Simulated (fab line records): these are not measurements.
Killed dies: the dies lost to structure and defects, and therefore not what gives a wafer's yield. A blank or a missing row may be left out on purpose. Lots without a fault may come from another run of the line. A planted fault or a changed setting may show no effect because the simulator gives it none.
fab line records    flow sky130
record: lots: 12  wafers: 36  last-day: 50
route steps=708 shown NWELL@76 VT_ADJUST_LVTN@116 METAL1@440 VIA1@479 PAD_OPEN@708
lots that met no fault: taken from a fault-free run of the same line
start-h: the number of hours between the record's first day and the start of the first shown wafer of the lot    wait-h: hours since the lot's step before    " the same as in the row above    L1.1+2: a row that stands for several wafers    - either no value or no given start    * or withheld: withheld    < > ~ a bound
route shown NAME@n: a module of which the file shows steps, and the number in the route of the first    usual: mean/standard deviation of fault-free wafers    same: alike in all rows    chamber/n: place in a boat    sites: each site's reading    _std_site: standard deviation across them    _edge_site: inner sites' mean taken away from outer sites' mean    radius-mm: for every site, how far away it sits from the centre of the wafer    mask NAME#n: copy n    behind: tool/chamber where the wafer was last shaped    hold: cause of the lot's hold/its duration in hours/its outcome    device: the transistor (n, p or np) that didn't switch    end of line: tests run on the same wafers once the route is complete    a step given without rows: its recipe and nothing more    killed: at the first sort, the dies lost to defects and structure; wafer yield is something else    map: dies across one wafer; x = killed, . = not, _ = none there
set.NAME: the setting the step ran with; set.NAME@STEP: the setting that earlier step ran with    model.NAME: the simulator's own value behind a step, which no gauge read
steps of the route over a sample of lots; a table a step, a row a wafer
services: the hour from which a tool's chamber was out of use, counted from the record's first day as start-h (under 0 if before that day), plus the number of hours and why
== steps ==
step: SKY_NWELL_OVL_MEAS_23
usual: NWELL_01_OVL: 0.4/1.3
lot.wafer  tool        chamber  start-h  wait-h  NWELL_01_OVL[nm]
L750.1     overlay-01  -        100.01   -       0.5
L750.4     "           -        "        "       -1.7
L750.5     "           -        "        "       -1.4
L751.1     overlay-01  -        105.20   -       -2.2
L751.4     "           -        "        "       -2.2
L751.5     "           -        "        "       -2.1
L761.3     overlay-02  -        168.86   -       -0.9
L761.4     "           -        "        "       0.1
L761.6     "           -        "        "       0.0
L762.1     overlay-02  -        176.30   -       0.1
L762.4     "           -        "        "       1.9
L762.6     "           -        "        "       0.2
L763.1     overlay-01  -        183.15   -       1.3
L763.4     "           -        "        "       0.1
L763.5     "           -        "        "       1.1
L764.2     overlay-01  -        187.51   -       2.8
L764.3     "           -        "        "       2.3
L764.5     "           -        "        "       2.2
L765.1     overlay-01  -        193.81   -       -1.1
L765.2     "           -        "        "       0.4
L765.3     "           -        "        "       -1.3
L767.1     overlay-02  -        204.60   -       0.9
L767.2     "           -        "        "       0.0
L767.4     "           -        "        "       -0.2
L768.1     overlay-01  -        209.45   -       1.4
L768.4     "           -        "        "       1.2
L768.6     "           -        "        "       1.2
L771.1     overlay-02  -        228.95   -       -1.2
L771.4     "           -        "        "       1.5
L771.5     "           -        "        "       -1.2
L772.2     overlay-01  -        237.77   -       0.4
L772.3     "           -        "        "       0.1
L772.4     "           -        "        "       0.2
L773.1     overlay-02  -        244.26   -       2.6
L773.3     "           -        "        "       0.6
L773.4     "           -        "        "       2.4
step: SKY_VT_ADJUST_LVTN_IMPLANT_19
recipe: species: B  energy-kev: 30  dose-cm2: 6.5e+11  tilt-deg: withheld
usual: beam-energy-keV: 29.999/0.0083  end-station-pressure-torr: 5.03e-06/2.5e-07
lot.wafer  tool          chamber  start-h  wait-h  beam-energy-keV  end-station-pressure-torr
L750.1     implanter-03  0        157.40   0.0     30.000           5.08e-06
L750.4     "             0        "        "       30.011           5.2e-06
L750.5     "             0        "        "       29.999           4.94e-06
L751.1     implanter-02  0        163.04   0.0     30.007           4.77e-06
L751.4     "             0        "        "       30.002           4.96e-06
L751.5     "             0        "        "       29.991           4.83e-06
L761.3     implanter-03  0        235.53   0.1     26.747           4.81e-06
L761.4     "             0        "        "       26.743           5.15e-06
L761.6     "             0        "        "       26.753           5.15e-06
L762.1     implanter-03  0        243.44   0.0     26.760           4.92e-06
L762.4     "             0        "        "       26.752           5.58e-06
L762.6     "             0        "        "       26.758           5.32e-06
L763.1     implanter-04  0        251.23   0.0     30.000           4.87e-06
L763.4     "             0        "        "       30.021           5.13e-06
L763.5     "             0        "        "       29.991           4.99e-06
L764.2     implanter-04  0        257.41   0.0     29.987           4.76e-06
L764.3     "             0        "        "       29.995           4.66e-06
L764.5     "             0        "        "       29.968           5.04e-06
L765.1     implanter-04  0        261.59   0.0     30.001           5.04e-06
L765.2     "             0        "        "       29.998           5.3e-06
L765.3     "             0        "        "       30.000           5.24e-06
L767.1     implanter-04  0        276.14   0.0     30.009           4.98e-06
L767.2     "             0        "        "       30.006           5.29e-06
L767.4     "             0        "        "       30.009           5.18e-06
L768.1     implanter-02  0        281.83   0.0     29.999           5.25e-06
L768.4     "             0        "        "       29.998           4.86e-06
L768.6     "             0        "        "       29.996           4.87e-06
L771.1     implanter-04  0        303.60   0.0     29.996           4.88e-06
L771.4     "             0        "        "       29.992           5.17e-06
L771.5     "             0        "        "       29.998           5.09e-06
L772.2     implanter-02  0        313.11   0.0     30.009           5.23e-06
L772.3     "             0        "        "       29.992           5.15e-06
L772.4     "             0        "        "       29.999           5.16e-06
L773.1     implanter-02  0        319.38   0.0     30.000           5.28e-06
L773.3     "             0        "        "       29.999           5.03e-06
L773.4     "             0        "        "       30.001           4.79e-06
step: SKY_VT_ADJUST_LVTN_TW_MEAS_21
usual: VT_ADJUST_LVTN_2_TW: 187.5/0.85
lot.wafer  tool           chamber  start-h  wait-h  VT_ADJUST_LVTN_2_TW
L750.1     film-metro-01  -        157.65   0.1     186.9
L750.4     "              -        "        "       186.6
L750.5     "              -        "        "       187.0
L751.1     film-metro-03  -        163.29   0.1     186.8
L751.4     "              -        "        "       185.2
L751.5     "              -        "        "       186.9
L761.3     film-metro-04  -        235.75   0.1     185.3
L761.4     "              -        "        "       184.1
L761.6     "              -        "        "       183.9
L762.1     film-metro-03  -        243.69   0.1     183.0
L762.4     "              -        "        "       183.8
L762.6     "              -        "        "       184.1
L763.1     film-metro-01  -        251.48   0.1     188.7
L763.4     "              -        "        "       187.9
L763.5     "              -        "        "       188.1
L764.2     film-metro-01  -        257.65   0.1     186.5
L764.3     "              -        "        "       186.3
L764.5     "              -        "        "       186.9
L765.1     film-metro-03  -        261.84   0.1     186.6
L765.2     "              -        "        "       187.4
L765.3     "              -        "        "       187.3
L767.1     film-metro-03  -        276.39   0.1     187.9
L767.2     "              -        "        "       187.7
L767.4     "              -        "        "       189.5
L768.1     film-metro-03  -        282.08   0.1     188.5
L768.4     "              -        "        "       187.4
L768.6     "              -        "        "       187.7
L771.1     film-metro-03  -        303.85   0.1     186.8
L771.4     "              -        "        "       186.2
L771.5     "              -        "        "       186.1
L772.2     film-metro-01  -        313.35   0.1     187.9
L772.3     "              -        "        "       187.1
L772.4     "              -        "        "       187.2
L773.1     film-metro-03  -        319.63   0.1     187.6
L773.3     "              -        "        "       187.8
L773.4     "              -        "        "       188.1
step: SKY_METAL1_THK_MEAS_06
recipe: thk-meas-gauge: xrf  reads: AlCu_of_METAL1_SPUTTER_02
usual: METAL1_ALCU_THK: 251.1/2.6
lot.wafer  tool           chamber  start-h  wait-h  METAL1_ALCU_THK[nm]
L750.1     film-metro-02  -        730.27   0.1     246.9
L750.4     "              -        "        "       243.0
L750.5     "              -        "        "       242.9
L751.1     film-metro-03  -        738.05   0.1     252.3
L751.4     "              -        "        "       246.1
L751.5     "              -        "        "       246.5
L761.3     film-metro-03  -        822.55   0.1     252.5
L761.4     "              -        "        "       252.4
L761.6     "              -        "        "       254.3
L762.1     film-metro-03  -        828.74   0.1     251.4
L762.4     "              -        "        "       252.4
L762.6     "              -        "        "       251.3
L763.1     film-metro-03  -        835.14   0.1     252.2
L763.4     "              -        "        "       252.2
L763.5     "              -        "        "       252.2
L764.2     film-metro-03  -        841.67   0.1     251.0
L764.3     "              -        "        "       249.9
L764.5     "              -        "        "       250.6
L765.1     film-metro-01  -        847.36   0.1     252.4
L765.2     "              -        "        "       253.0
L765.3     "              -        "        "       256.4
L767.1     film-metro-01  -        860.95   0.1     254.8
L767.2     "              -        "        "       252.0
L767.4     "              -        "        "       251.9
L768.1     film-metro-01  -        871.69   0.1     255.5
L768.4     "              -        "        "       254.6
L768.6     "              -        "        "       251.0
L771.1     film-metro-03  -        890.57   0.1     249.7
L771.4     "              -        "        "       250.9
L771.5     "              -        "        "       247.8
L772.2     film-metro-02  -        900.35   0.1     248.3
L772.3     "              -        "        "       248.8
L772.4     "              -        "        "       249.9
L773.1     film-metro-02  -        901.52   0.1     250.1
L773.3     "              -        "        "       254.0
L773.4     "              -        "        "       251.2
step: SKY_VIA1_CVD_21
recipe: material: W  target-thk-nm: 270  time-s: 80.902  temp-c: 400  pressure-torr: 40
usual: heater-power-w: 767/23  susceptor-temp-C: 400.01/0.2
lot.wafer  tool      chamber  start-h  wait-h  heater-power-w  susceptor-temp-C
L750.1     cvd-w-01  1        786.95   0.0     730             399.56
L750.4     "         1        "        "       745             399.72
L750.5     "         1        "        "       752             399.77
L751.1     cvd-w-02  1        793.26   0.0     785             399.77
L751.4     "         0        "        "       791             399.74
L751.5     "         1        "        "       782             400.04
L761.3     cvd-w-01  1        877.40   0.1     746             400.00
L761.4     "         0        "        "       780             400.48
L761.6     "         1        "        "       746             400.19
L762.1     cvd-w-02  1        882.64   0.0     801             400.06
L762.4     "         1        "        "       794             400.17
L762.6     "         0        "        "       821             399.95
L763.1     cvd-w-02  0        888.51   0.0     788             399.99
L763.4     "         1        "        "       774             399.91
L763.5     "         0        "        "       783             399.98
L764.2     cvd-w-02  0        894.43   0.0     811             400.09
L764.3     "         1        "        "       782             400.19
L764.5     "         1        "        "       777             400.00
L765.1     cvd-w-01  0        900.61   0.0     752             400.00
L765.2     "         1        "        "       757             399.89
L765.3     "         1        "        "       749             399.81
L767.1     cvd-w-01  1        913.60   0.0     770             400.22
L767.2     "         0        "        "       745             400.15
L767.4     "         1        "        "       740             399.96
L768.1     cvd-w-01  0        923.89   0.0     752             399.58
L768.4     "         1        "        "       755             400.13
L768.6     "         0        "        "       763             400.17
L771.1     cvd-w-02  1        943.12   0.0     727             399.60
L771.4     "         0        "        "       775             399.87
L771.5     "         0        "        "       788             400.02
L772.2     cvd-w-02  0        950.75   0.0     775             399.93
L772.3     "         0        "        "       776             399.93
L772.4     "         1        "        "       723             400.21
L773.1     cvd-w-01  1        952.35   0.0     750             400.10
L773.3     "         0        "        "       774             399.78
L773.4     "         1        "        "       748             399.80
step: SKY_PAD_OPEN_PROBE_99
usual: killed_at_M0_to_M3: 43/6.9  killed_at_M4_up: 3.2/2  killed-at-contacts: 25/5.1  killed-at-front-end: 15/4.5  killed-at-other: 0.2/0.51  killed-dies: 85/9.5  killed-on-rim: 16/3.7  killed-open: 48/6.9  killed-short: 38/6.7
same: gross-dies: 492  killed-at-back-side: 0
lot.wafer  tool       chamber  start-h  wait-h  killed_at_M0_to_M3  killed_at_M4_up  killed-at-contacts  killed-at-front-end  killed-at-other  killed-dies  killed-on-rim  killed-open  killed-short
L764.2     prober-02  -        1152.52  0.1     39                  1                16                  10                   1                67           15             31           36
L764.3     prober-02  -        1152.57  0.2     43                  2                29                  14                   0                88           21             56           32
L764.5     prober-02  -        1152.67  0.2     47                  6                14                  7                    0                74           14             41           33
L768.1     prober-02  -        1173.42  0.1     40                  2                24                  15                   0                81           19             42           39
L768.4     prober-02  -        1173.57  0.2     43                  3                22                  9                    0                77           14             38           39
L768.6     prober-02  -        1173.67  0.2     37                  1                22                  15                   0                75           17             38           37
killed by level:class
L764.2 METAL2:geometric-particle:short=9 CONTACT:geometric-particle:open=6 LOCAL_INTERCONNECT:geometric-particle:short=5 VIA1:geometric-particle:short=5 POLY_GATE:geometric-particle:open=4 VIA2:geometric-particle:open=4 LI_CONTACT:geometric-particle:open=4 METAL1:geometric-particle:short=4
L764.3 VIA1:geometric-particle:open=15 CONTACT:geometric-particle:open=12 VIA3:geometric-particle:open=8 LI_CONTACT:geometric-particle:open=8 METAL2:geometric-particle:short=6 FIELD_ISO:geometric-particle:open=4 FIELD_ISO:geometric-particle:short=3 LI_CONTACT:geometric-particle:short=3
L764.5 VIA1:geometric-particle:open=11 VIA1:geometric-particle:short=7 VIA3:geometric-particle:open=6 CONTACT:geometric-particle:open=5 METAL2:geometric-particle:short=5 VIA2:geometric-particle:open=5 FIELD_ISO:geometric-particle:open=4 LI_CONTACT:geometric-particle:open=4
L768.1 VIA1:geometric-particle:open=12 CONTACT:geometric-particle:open=7 LI_CONTACT:geometric-particle:open=6 FIELD_ISO:geometric-particle:open=5 LOCAL_INTERCONNECT:geometric-particle:short=5 VIA1:geometric-particle:short=5 VIA3:geometric-particle:short=5 METAL2:geometric-particle:short=5
L768.4 VIA1:geometric-particle:open=11 VIA3:geometric-particle:open=7 VIA2:geometric-particle:short=6 METAL1:geometric-particle:short=6 LI_CONTACT:geometric-particle:open=5 LOCAL_INTERCONNECT:geometric-particle:short=5 CONTACT:geometric-particle:short=5 CONTACT:geometric-particle:open=5
L768.6 VIA2:geometric-particle:open=9 LI_CONTACT:geometric-particle:open=7 CONTACT:geometric-particle:open=6 METAL2:geometric-particle:short=6 VIA1:geometric-particle:short=6 VIA1:geometric-particle:open=5 FIELD_ISO:geometric-particle:short=4 LI_CONTACT:geometric-particle:short=4
== services ==
tool          chamber  start-h  hours  kind
implanter-04  -        135.60   1.8    repair
implanter-04  -        160.68   4.0    repair
cvd-w-01      -        179.36   4.7    repair
implanter-04  -        200.25   2.2    repair
cvd-w-02      -        215.63   1.6    repair
cvd-w-01      -        218.49   0.3    repair
cvd-w-02      -        250.94   6.9    pm
cvd-w-01      -        281.69   3.8    pm
cvd-w-02      -        321.00   0.8    repair
cvd-w-01      -        390.00   14.0   pm
cvd-w-01      -        421.02   0.4    repair
cvd-w-01      -        438.75   2.8    pm
cvd-w-02      -        450.59   6.0    pm
cvd-w-01      1        479.06   11.7   repair
cvd-w-01      0        531.14   11.8   repair
cvd-w-01      -        559.61   0.5    repair
cvd-w-02      -        616.04   3.1    repair
cvd-w-01      -        640.68   6.9    pm
cvd-w-02      -        653.68   1.3    repair
cvd-w-02      -        664.52   3.8    pm
cvd-w-02      0        689.89   15.0   repair
cvd-w-02      0        757.11   6.4    repair
cvd-w-02      -        904.00   14.0   pm
cvd-w-01      -        942.87   1.1    repair
== key ==
first-sign: step: SKY_VT_ADJUST_LVTN_IMPLANT_19  reading: beam-energy-keV  direction: down  sigmas: 99+  usual: *  struck: *
effect: step: SKY_VT_ADJUST_LVTN_TW_MEAS_21  reading: VT_ADJUST_LVTN_2_TW  direction: down  sigmas: 4.1  usual: 187.5  struck: 184.0
met-at SKY_VT_ADJUST_LVTN_IMPLANT_19
struck-lots L761,L762
tester-left-out L761,L762
not-acting-at SKY_NWELL_OVL_MEAS_23,SKY_METAL1_THK_MEAS_06,SKY_VIA1_CVD_21
onset-between 157.40 235.53
fault: kind: process-parameter-drift  tool: implanter-03  chamber: -  onset-h: 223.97  steps: SKY_VT_ADJUST_LVTN_IMPLANT_19  channel: energy-kev  offset: *  shape: step  end-h: 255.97  acts-in: *  stated: *
tester-left-out: of these lots the tester's yield and bins aren't shown, on N5 and GAA mostly nor the transistor test; their killed dies are dies lost to structure and defects alone, not to doping, threshold or leakage, so they don't give the yield
